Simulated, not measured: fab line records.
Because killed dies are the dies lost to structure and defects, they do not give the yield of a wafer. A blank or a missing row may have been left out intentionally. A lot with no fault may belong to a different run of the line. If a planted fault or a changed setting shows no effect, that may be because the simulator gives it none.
fab line records ; flow sky130
record: lots: 7; wafers: 21; last_day: 50
route steps=708 shown LDD_HVN@270 LDD_HVP@278 PAD_OPEN@708
lots that met no fault: from a run of the same line without faults
start_h: hours from the record's first day to the start of the lot's first wafer shown ; wait_h: hours from the lot's prior step to this one ; " unchanged from the row above ; L1.1+2: one row covering several wafers at once ; - either no value or no given start ; * or withheld: withheld ; < > ~ a bound
route shown NAME@n: names a module that has steps shown in the file, with the first one's number in the route ; usual: mean/standard deviation of fault-free wafers ; same: alike in all rows ; chamber/n: place in a boat ; sites: the reading at each site ; _std_site: standard deviation across them ; _edge_site: outer sites' mean less inner sites' ; radius_mm: how far each site lies from the wafer's centre ; mask NAME#n: copy n ; behind: tool/chamber where the wafer was last shaped ; hold: why the lot went on hold/how many hours it stayed there/how the hold came to an end ; device: the n, p or np transistor that did not switch ; end of line: the tests these same wafers got at the end of their route ; where a step has no rows: the recipe by itself ; killed: count of dies lost to structure and defects at first sort (not the wafer's yield) ; map: a wafer's dies, x killed, . not, _ none there
set.NAME: setting as actually run; set.NAME@STEP: the setting as run at that earlier step ; model.NAME: the simulator's own value behind a step, which no gauge read
lots seen at some steps along the route; tables by step, rows by wafer
services: from which hour (start_h, from the record's first day; less than 0 if before it) a tool's chamber was out of use, for how many hours, and why
== steps ==
step: SKY_LDD_HVN_SOFTBAKE_03
recipe: temp_c: 90; time_s: 60; resist: NOVOLAK
step: SKY_LDD_HVN_EXPOSE_04
recipe: mask_id: HVNTM; na: 0.6; source_shape: conventional; sigma_outer: 0.6; polarization: unpolarized; target_cd_nm: 700; dose_mj: 127
step: SKY_LDD_HVN_PEB_05
recipe: temp_c: withheld; time_s: *; resist: NOVOLAK
step: SKY_LDD_HVN_DEVELOP_06
recipe: resist: NOVOLAK; developer: TMAH; develop_time_s: 60; dev_temp_c: 23
step: SKY_LDD_HVN_OVL_MEAS_07
usual: LDD_HVN_OVL: 1.2/1.3
lot.wafer;tool;chamber;start_h;wait_h;LDD_HVN_OVL[nm]
L591.2;overlay-01;-;504.93;0.1;1.6
L591.4;overlay-01;-;504.93;0.1;4.3
L591.5;overlay-01;-;504.93;0.1;0.5
L594.1;overlay-01;-;538.41;0.1;2.4
L594.2;overlay-01;-;538.41;0.1;2.0
L594.3;overlay-01;-;538.41;0.1;1.5
L601.2;overlay-01;-;593.53;0.1;1.8
L601.4;overlay-01;-;593.53;0.1;-0.7
L601.5;overlay-01;-;593.53;0.1;2.0
L600.1;overlay-02;-;593.86;0.1;1.6
L600.2;overlay-02;-;593.86;0.1;0.3
L600.4;overlay-02;-;593.86;0.1;0.9
L603.3;overlay-02;-;614.29;0.1;2.2
L603.4;overlay-02;-;614.29;0.1;2.0
L603.6;overlay-02;-;614.29;0.1;1.8
L602.1;overlay-01;-;614.36;0.1;-0.4
L602.4;overlay-01;-;614.36;0.1;2.1
L602.6;overlay-01;-;614.36;0.1;0.9
L609.2;overlay-02;-;654.83;0.1;2.7
L609.4;overlay-02;-;654.83;0.1;3.7
L609.5;overlay-02;-;654.83;0.1;4.3
step: SKY_LDD_HVN_IMPLANT_08
recipe: species: P; energy_kev: 60; dose_cm2: 3e+13; tilt_deg: 40
step: SKY_LDD_HVN_STRIP_09
recipe: chemistry: O2/N2; power_w: 1400; pressure_mtorr: 1500; platen_temp_c: withheld; o2_flow_sccm: 3000; n2_flow_sccm: 300; overash_fraction: 0.5
usual: drypump_motor_current_A: 6.29/0.24; oes_product_au: 0.408/0.0043; strip_time_to_endpoint_s: 4.135/0.017
lot.wafer;tool;chamber;start_h;wait_h;drypump_motor_current_A;oes_product_au;rf_hours_counter_h;strip_time_to_endpoint_s
L591.2;plasma_asher-02;1;505.11;0.1;6.09;0.408;79;4.135
L591.4;plasma_asher-02;0;505.11;0.1;6.71;0.409;-;4.137
L591.5;plasma_asher-02;1;505.11;0.1;6.08;0.403;-;4.139
L594.1;plasma_asher-01;1;538.60;0.1;6.36;0.405;41;4.122
L594.2;plasma_asher-01;0;538.60;0.1;6.03;0.406;41;4.109
L594.3;plasma_asher-01;0;538.60;0.1;6.04;0.413;-;4.111
L601.2;plasma_asher-03;1;593.71;0.1;6.29;0.410;80;4.138
L601.4;plasma_asher-03;0;593.71;0.1;6.17;0.405;-;4.138
L601.5;plasma_asher-03;0;593.71;0.1;6.21;0.409;-;4.154
L600.1;plasma_asher-02;1;594.05;0.1;6.07;0.406;88;4.153
L600.2;plasma_asher-02;0;594.05;0.1;6.70;0.404;88;4.143
L600.4;plasma_asher-02;1;594.05;0.1;6.05;0.406;-;4.139
L603.3;plasma_asher-02;0;614.49;0.1;6.68;0.413;-;4.144
L603.4;plasma_asher-02;1;614.49;0.1;6.06;0.408;-;4.142
L603.6;plasma_asher-02;0;614.49;0.1;6.70;0.402;-;4.152
L602.1;plasma_asher-03;1;614.55;0.1;6.26;0.411;82;4.133
L602.4;plasma_asher-03;1;614.55;0.1;6.31;0.409;-;4.128
L602.6;plasma_asher-03;0;614.55;0.1;6.20;0.414;-;4.132
L609.2;plasma_asher-01;0;655.01;0.1;6.03;0.414;54;4.129
L609.4;plasma_asher-01;1;655.01;0.1;6.35;0.409;-;4.150
L609.5;plasma_asher-01;0;655.01;0.1;6.04;0.407;-;4.132
step: SKY_LDD_HVN_TW_MEAS_10
usual: LDD_HVN_TW: 1438/22
lot.wafer;tool;chamber;start_h;wait_h;LDD_HVN_TW
L591.2;film_metro-01;-;505.22;0.1;1422
L591.4;film_metro-01;-;505.22;0.1;1421
L591.5;film_metro-01;-;505.22;0.1;1427
L594.1;film_metro-03;-;538.70;0.1;1446
L594.2;film_metro-03;-;538.70;0.1;1442
L594.3;film_metro-03;-;538.70;0.1;1437
L601.2;film_metro-01;-;593.82;0.1;1417
L601.4;film_metro-01;-;593.82;0.1;1421
L601.5;film_metro-01;-;593.82;0.1;1413
L600.1;film_metro-02;-;594.15;0.1;1478
L600.2;film_metro-02;-;594.15;0.1;1466
L600.4;film_metro-02;-;594.15;0.1;1471
L603.3;film_metro-01;-;614.58;0.1;1401
L603.4;film_metro-01;-;614.58;0.1;1405
L603.6;film_metro-01;-;614.58;0.1;1403
L602.1;film_metro-03;-;614.65;0.1;1440
L602.4;film_metro-03;-;614.65;0.1;1432
L602.6;film_metro-03;-;614.65;0.1;1444
L609.2;film_metro-03;-;655.12;0.1;1431
L609.4;film_metro-03;-;655.12;0.1;1429
L609.5;film_metro-03;-;655.12;0.1;1425
step: SKY_LDD_HVP_DEHYDRATE_00
recipe: temp_c: 200; time_s: 60
step: SKY_LDD_HVP_HMDS_01
recipe: prime_time_s: 60; prime_temp_c: 120
step: SKY_LDD_HVP_COAT_02
recipe: resist: NOVOLAK; spin_rpm: 3000; resist_thk_nm: 300
step: SKY_LDD_HVP_SOFTBAKE_03
recipe: temp_c: 90; time_s: 60; resist: NOVOLAK
step: SKY_LDD_HVP_EXPOSE_04
recipe: mask_id: HVPTM; na: 0.6; source_shape: conventional; sigma_outer: 0.6; polarization: unpolarized; target_cd_nm: 700; dose_mj: 86.61
lot.wafer;tool;chamber;start_h;wait_h;mask;model.LDD_HVP.overlay_x_nm
L591.2+4+5;iline_stepper-02;0;520.24;-;HVPTM#0;-0.3621
L594.1+2+3;iline_stepper-01;0;554.40;-;HVPTM#0;-0.1194
L601.2+4+5;iline_stepper-01;0;609.13;-;HVPTM#0;-82.65
L600.1+2+4;iline_stepper-01;0;609.37;-;HVPTM#0;-83.87
L603.3+4+6;iline_stepper-02;0;628.58;-;HVPTM#0;-0.479
L602.1+4+6;iline_stepper-01;0;628.79;-;HVPTM#0;-83.82
L609.2+4+5;iline_stepper-02;0;669.07;-;HVPTM#0;-0.3108
step: SKY_LDD_HVP_PEB_05
recipe: temp_c: withheld; time_s: *; resist: NOVOLAK
step: SKY_LDD_HVP_DEVELOP_06
recipe: resist: NOVOLAK; developer: TMAH; develop_time_s: 60; dev_temp_c: 23
step: SKY_LDD_HVP_OVL_MEAS_07
usual: LDD_HVP_OVL: 0.4/1.2
lot.wafer;tool;chamber;start_h;wait_h;LDD_HVP_OVL[nm]
L591.2;overlay-02;-;535.08;0.1;-0.6
L591.4;overlay-02;-;535.08;0.1;-1.7
L591.5;overlay-02;-;535.08;0.1;0.1
L594.1;overlay-01;-;568.67;0.1;1.0
L594.2;overlay-01;-;568.67;0.1;0.6
L594.3;overlay-01;-;568.67;0.1;1.0
L601.2;overlay-01;-;622.82;0.1;-81.7
L601.4;overlay-01;-;622.82;0.1;-81.6
L601.5;overlay-01;-;622.82;0.1;-79.8
L600.1;overlay-02;-;623.41;0.1;-82.2
L600.2;overlay-02;-;623.41;0.1;-80.4
L600.4;overlay-02;-;623.41;0.1;-82.7
L603.3;overlay-02;-;643.13;0.1;1.1
L603.4;overlay-02;-;643.13;0.1;0.1
L603.6;overlay-02;-;643.13;0.1;0.3
L602.1;overlay-01;-;643.42;0.1;-83.2
L602.4;overlay-01;-;643.42;0.1;-82.7
L602.6;overlay-01;-;643.42;0.1;-82.2
L609.2;overlay-02;-;682.28;0.1;0.2
L609.4;overlay-02;-;682.28;0.1;1.5
L609.5;overlay-02;-;682.28;0.1;0.1
step: SKY_LDD_HVP_IMPLANT_08
recipe: species: B; energy_kev: 20; dose_cm2: 1.7e+13; tilt_deg: 17.9
step: SKY_PAD_OPEN_PROBE_99
usual: killed_at_M0_to_M3: 44/7.1; killed_at_M4_up: 3.3/1.8; killed_at_contacts: 23/5.5; killed_at_front_end: 15/4.5; killed_at_other: 0.2/0.48; killed_dies: 85/8.4; killed_open: 46/6.6; killed_short: 39/6.1
same: gross_dies: 492; killed_at_back_side: 0
lot.wafer;tool;chamber;start_h;wait_h;killed_at_M0_to_M3;killed_at_M4_up;killed_at_contacts;killed_at_front_end;killed_at_other;killed_dies;killed_open;killed_short
L594.1;prober-01;-;1124.27;0.1;45;1;30;10;0;86;49;37
L594.2;prober-01;-;1124.32;0.1;35;3;26;8;0;72;44;28
L594.3;prober-01;-;1124.37;0.2;41;8;17;22;0;88;50;38
L601.2;prober-01;-;1159.94;0.1;47;1;29;9;0;86;46;40
L601.4;prober-01;-;1160.04;0.2;58;3;16;8;0;85;48;37
L601.5;prober-01;-;1160.09;0.2;45;0;30;10;0;85;55;30
L600.1;prober-02;-;1164.01;0.1;24;3;27;8;2;64;39;24
L600.2;prober-02;-;1164.06;0.1;57;3;19;13;1;93;52;41
L600.4;prober-02;-;1164.16;0.2;51;3;16;9;0;79;38;40
L603.3;prober-02;-;1172.55;0.2;51;6;20;19;1;97;59;37
L603.4;prober-02;-;1172.60;0.2;52;6;23;11;0;92;48;44
L603.6;prober-02;-;1172.70;0.2;37;1;26;18;0;82;46;36
killed by level:class
L594.1 CONTACT:geometric_particle:open=10 VIA1:geometric_particle:open=8 LI_CONTACT:geometric_particle:open=7 METAL1:geometric_particle:short=6 VIA3:geometric_particle:short=6 LOCAL_INTERCONNECT:geometric_particle:short=5 VIA3:geometric_particle:open=5 FIELD_ISO:geometric_particle:open=4
L594.2 VIA1:geometric_particle:open=8 LOCAL_INTERCONNECT:geometric_particle:short=6 CONTACT:geometric_particle:open=6 VIA2:geometric_particle:open=6 VIA3:geometric_particle:open=5 LI_CONTACT:geometric_particle:open=5 METAL2:geometric_particle:short=5 LOCAL_INTERCONNECT:geometric_particle:open=4
L594.3 VIA1:geometric_particle:open=10 CONTACT:geometric_particle:open=9 VIA2:geometric_particle:open=7 FIELD_ISO:geometric_particle:open=6 FIELD_ISO:geometric_particle:short=6 METAL1:geometric_particle:short=5 METAL2:geometric_particle:short=5 METAL4:geometric_particle:short=5
L601.2 CONTACT:geometric_particle:open=13 VIA1:geometric_particle:open=10 METAL1:geometric_particle:short=8 LOCAL_INTERCONNECT:geometric_particle:short=8 VIA2:geometric_particle:open=6 VIA3:geometric_particle:open=6 CONTACT:geometric_particle:short=4 LI_CONTACT:geometric_particle:open=3
L601.4 VIA1:geometric_particle:open=19 METAL1:geometric_particle:short=9 CONTACT:geometric_particle:open=7 VIA2:geometric_particle:open=7 VIA3:geometric_particle:open=5 VIA1:geometric_particle:short=5 LI_CONTACT:geometric_particle:short=4 LI_CONTACT:geometric_particle:open=4
L601.5 CONTACT:geometric_particle:open=13 VIA1:geometric_particle:open=12 VIA3:geometric_particle:open=8 LI_CONTACT:geometric_particle:open=7 METAL1:geometric_particle:short=5 LOCAL_INTERCONNECT:geometric_particle:short=5 VIA2:geometric_particle:open=5 VIA1:geometric_particle:short=5
L600.1 VIA1:geometric_particle:open=9 CONTACT:geometric_particle:open=8 LOCAL_INTERCONNECT:geometric_particle:short=7 LI_CONTACT:geometric_particle:open=6 VIA3:geometric_particle:open=4 FIELD_ISO:geometric_particle:short=3 POLY_GATE:geometric_particle:open=3 LI_CONTACT:geometric_particle:short=3
L600.2 VIA3:geometric_particle:open=12 VIA1:geometric_particle:open=11 CONTACT:geometric_particle:open=9 VIA1:geometric_particle:short=8 METAL2:geometric_particle:short=8 METAL1:geometric_particle:short=5 VIA2:geometric_particle:open=5 FIELD_ISO:geometric_particle:open=3
L600.4 VIA1:geometric_particle:open=10 VIA3:geometric_particle:open=8 METAL1:geometric_particle:short=7 VIA1:geometric_particle:short=6 VIA2:geometric_particle:open=6 POLY_GATE:geometric_particle:open=4 LI_CONTACT:geometric_particle:open=4 LOCAL_INTERCONNECT:geometric_particle:short=4
L603.3 VIA1:geometric_particle:open=14 VIA2:geometric_particle:open=9 VIA3:geometric_particle:open=8 LI_CONTACT:geometric_particle:open=6 VIA1:geometric_particle:short=6 FIELD_ISO:geometric_particle:short=5 FIELD_ISO:geometric_particle:open=4 POLY_GATE:geometric_particle:open=4
L603.4 VIA3:geometric_particle:open=12 VIA1:geometric_particle:short=8 VIA1:geometric_particle:open=8 VIA2:geometric_particle:open=7 LI_CONTACT:geometric_particle:open=6 LOCAL_INTERCONNECT:geometric_particle:short=5 CONTACT:geometric_particle:open=5 METAL4:geometric_particle:short=4
L603.6 LI_CONTACT:geometric_particle:open=10 VIA1:geometric_particle:open=7 CONTACT:geometric_particle:open=6 VIA1:geometric_particle:short=6 POLY_GATE:geometric_particle:short=5 METAL2:geometric_particle:short=5 VIA3:geometric_particle:open=5 FIELD_ISO:geometric_particle:open=4
== services ==
tool;chamber;start_h;hours;kind
iline_stepper-01;0;535.29;-;calibration
plasma_asher-01;-;535.73;2.8;pm
plasma_asher-03;-;549.81;15.6;pm
iline_stepper-01;-;559.23;0.6;repair
plasma_asher-01;-;610.56;3.6;repair
iline_stepper-01;-;610.85;1.7;pm
iline_stepper-02;0;621.97;-;calibration
iline_stepper-02;-;623.96;1.7;pm
plasma_asher-03;-;639.08;14.6;pm
iline_stepper-01;-;647.61;6.1;repair
== key ==
first_sign: step: SKY_LDD_HVP_OVL_MEAS_07; reading: LDD_HVP_OVL; direction: down; sigmas: 67; usual: 0.4; struck: -81.8
effect none on later readings
model_effect: step: SKY_LDD_HVP_EXPOSE_04; value: LDD_HVP.overlay_x_nm; without: -0.5243; struck: -83.45
met_at SKY_LDD_HVP_EXPOSE_04
struck_wafers L600.1,L600.2,L600.4,L601.2,L601.4,L601.5,L602.1,L602.4,L602.6
tester_left_out L600,L601,L602
onset_between 554.40 609.13
fault: kind: scanner_matching_overlay; tool: iline_stepper-01; chamber: -; onset_h: 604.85; steps: SKY_LDD_HVP_EXPOSE_04; offset: -82.922
tester_left_out: of these lots the tester's yield and bins aren't shown, on N5 and GAA mostly nor the transistor test; their killed dies are dies lost to structure and defects alone, not to doping, threshold or leakage, so they don't give the yield
